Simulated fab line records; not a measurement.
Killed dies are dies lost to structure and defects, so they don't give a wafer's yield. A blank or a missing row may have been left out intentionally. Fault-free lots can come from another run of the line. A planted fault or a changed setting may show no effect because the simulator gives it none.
Which of the tools did it? ; flow sky130 ; 36 wafers from 12 lots sampled at 5 of the route's 708 steps

## WHAT THE GAUGES SHOWED, per wafer
SKY_POLY_GATE_CD_MEAS_22. Usual: cd_nm reads 149.5 nm (standard deviation 2.8).
lot;measured;on;cd_nm (nm);flag
L823;day 16 12:55;cd_sem-02;146.4 149.8 144.5;
L824;day 16 19:31;cd_sem-01;150.2 150.1 150.2;
L825;day 17 00:28;cd_sem-02;147.0 151.2 149.0;
L826;day 17 14:37;cd_sem-01;150.8 149.8 148.1;
L828;day 18 08:02;cd_sem-01;149.2 151.0 150.4;
L829;day 18 16:19;cd_sem-02;145.5 150.0 147.4;
L830;day 19 01:44;cd_sem-02;146.5 147.5 149.7;
L838;day 21 20:19;cd_sem-01;149.9 150.9 148.4;
L841;day 23 02:20;cd_sem-01;149.5 151.6 152.2;
L842;day 23 09:03;cd_sem-02;149.6 149.3 152.6;
L845;day 24 09:14;cd_sem-01;157.6 153.2 150.5;
L846;day 25 12:56;cd_sem-01;157.7 150.8 149.1;

SKY_LDD_HVN_TW_MEAS_10. Usual: for LDD_HVN_TW the level is 1438 and the standard deviation is 14.
lot;measured;on;LDD_HVN_TW;flag
L823;day 20 07:55;film_metro-01;1452 1464 1451;
L824;day 20 14:38;film_metro-03;1456 1444 1453;
L825;day 20 20:53;film_metro-02;1427 1414 1420;
L826;day 21 12:02;film_metro-03;1447 1441 1437;
L828;day 22 06:05;film_metro-02;1414 1428 1418;
L829;day 22 14:26;film_metro-03;1441 1442 1442;
L830;day 22 23:39;film_metro-02;1415 1414 1409;
L838;day 25 14:41;film_metro-03;1380 1438 1445;
L841;day 26 20:44;film_metro-01;1460 1469 1451;
L842;day 27 01:11;film_metro-01;1441 1436 1447;
L845;day 28 01:53;film_metro-02;1434 1432 1432;
L846;day 29 04:56;film_metro-01;1457 1456 1459;

## EACH LOT AND THE TOOL THAT RAN IT (in order: tool; ch and the chambers of the sampled wafers; start)
lot;SKY_POLY_GATE_STRIP_18;SKY_LDD_HVN_IMPLANT_08;SKY_LDD_HVN_STRIP_09
L823;plasma_asher-02 ch 0,1, day 16 10:49;implanter-01 ch 0, day 20 07:41;plasma_asher-03 ch 0,1, day 20 07:49
L824;plasma_asher-01 ch 0,1, day 16 16:38;implanter-01 ch 0, day 20 14:23;plasma_asher-01 ch 0,1, day 20 14:32
L825;plasma_asher-04 ch 0,1, day 16 22:41;implanter-01 ch 0, day 20 20:38;plasma_asher-01 ch 0,1, day 20 20:47
L826;plasma_asher-04 ch 0,1, day 17 11:50;implanter-02 ch 0, day 21 11:47;plasma_asher-03 ch 0,1, day 21 11:56
L828;plasma_asher-04 ch 0,1, day 18 04:23;implanter-01 ch 0, day 22 05:50;plasma_asher-03 ch 0,1, day 22 05:59
L829;plasma_asher-01 ch 0,1, day 18 13:32;implanter-02 ch 0, day 22 14:13;plasma_asher-01 ch 0,1, day 22 14:20
L830;plasma_asher-04 ch 0,1, day 18 23:02;implanter-02 ch 0, day 22 23:25;plasma_asher-01 ch 0,1, day 22 23:32
L838;plasma_asher-01 ch 0,1, day 21 18:50;implanter-02 ch 0, day 25 14:26;plasma_asher-04 ch 0,1, day 25 14:35
L841;plasma_asher-01 ch 0,1, day 23 00:50;implanter-01 ch 0, day 26 20:30;plasma_asher-01 ch 0,1, day 26 20:37
L842;plasma_asher-01 ch 0,1, day 23 07:35;implanter-04 ch 0, day 27 00:56;plasma_asher-01 ch 0,1, day 27 01:05
L845;plasma_asher-04 ch 0,1, day 24 07:44;implanter-04 ch 0, day 28 01:39;plasma_asher-03 ch 0, day 28 01:46
L846;plasma_asher-01 ch 0,1, day 25 11:11;implanter-02 ch 0, day 29 04:41;plasma_asher-03 ch 0,1, day 29 04:50
- SKY_POLY_GATE_STRIP_18: strips in O2/N2.
- SKY_LDD_HVN_IMPLANT_08
- SKY_LDD_HVN_STRIP_09: strips in O2/N2.

## AS READ BY THE TOOLS THEMSELVES (means over the sampled wafers that have a number; for cases with no such wafer, the mark the record gives instead)
SKY_POLY_GATE_STRIP_18. Usual: drypump_motor_current_A 5.5 A, standard deviation 0.49; n2_flow_sccm 300.3 sccm, standard deviation 0.94; oes_product_au 0.360 a.u., standard deviation 0.0046; strip_time_to_endpoint_s 3.16 s, standard deviation 0.057.
lot;tool;drypump_motor_current_A (A);n2_flow_sccm (sccm);oes_product_au (a.u.);strip_time_to_endpoint_s (s);flag
L823;plasma_asher-02;5.9;299.7;0.360;3.19;
L824;plasma_asher-01;5.6;299.1;0.366;3.20;
L825;plasma_asher-04;5.2;301.2;0.362;3.19;
L826;plasma_asher-04;5.2;301.5;0.362;3.12;
L828;plasma_asher-04;5.2;300.1;0.363;3.12;
L829;plasma_asher-01;5.9;300.3;0.362;3.13;
L830;plasma_asher-04;5.2;299.9;0.359;3.19;
L838;plasma_asher-01;5.9;300.3;0.358;3.20;
L841;plasma_asher-01;5.9;300.2;0.358;3.12;
L842;plasma_asher-01;5.6;299.9;0.361;3.17;
L845;plasma_asher-04;5.2;300.8;0.362;3.18;
L846;plasma_asher-01;5.6;299.9;0.364;3.26;

SKY_LDD_HVN_STRIP_09. Usual: drypump_motor_current_A 5.5 A, standard deviation 0.35; n2_flow_sccm 300.1 sccm, standard deviation 0.9; oes_product_au 0.408 a.u., standard deviation 0.005; strip_time_to_endpoint_s 4.134 s, standard deviation 0.015.
lot;tool;drypump_motor_current_A (A);n2_flow_sccm (sccm);oes_product_au (a.u.);strip_time_to_endpoint_s (s);flag
L823;plasma_asher-03;5.6;300.6;0.407;4.128;
L824;plasma_asher-01;5.6;300.6;0.412;4.154;
L825;plasma_asher-01;5.6;298.5;0.408;4.138;
L826;plasma_asher-03;5.7;300.4;0.408;4.141;
L828;plasma_asher-03;5.7;300.3;0.412;4.154;
L829;plasma_asher-01;5.6;300.5;0.412;4.136;
L830;plasma_asher-01;5.6;299.8;0.409;4.129;
L838;plasma_asher-04;5.2;300.3;0.403;4.141;
L841;plasma_asher-01;5.6;300.6;0.406;4.139;
L842;plasma_asher-01;5.9;299.7;0.407;4.120;
L845;plasma_asher-03;5.7;300.4;0.406;4.129;
L846;plasma_asher-03;5.6;300.1;0.410;4.112;

## THE ANSWER, worked out from the rows above alone
Rule: a lot is off if the mean of its wafers that have a number lies more than 3 standard deviations from the usual mean. A lot without any number at a reading at which 4 lots or more have one is off too. Where the step has rows for the other lots, those lots are counted as sound. First the gauges in route order, then the tools' own readings, where a lot's mean is used as printed above. At the first step where some lot is off, the reading lying furthest off is the one used; lots without a number count as furthest.
No lot is off on any of the readings shown, so nothing can be concluded from this.

## WHAT THE SIMULATOR PUT IN
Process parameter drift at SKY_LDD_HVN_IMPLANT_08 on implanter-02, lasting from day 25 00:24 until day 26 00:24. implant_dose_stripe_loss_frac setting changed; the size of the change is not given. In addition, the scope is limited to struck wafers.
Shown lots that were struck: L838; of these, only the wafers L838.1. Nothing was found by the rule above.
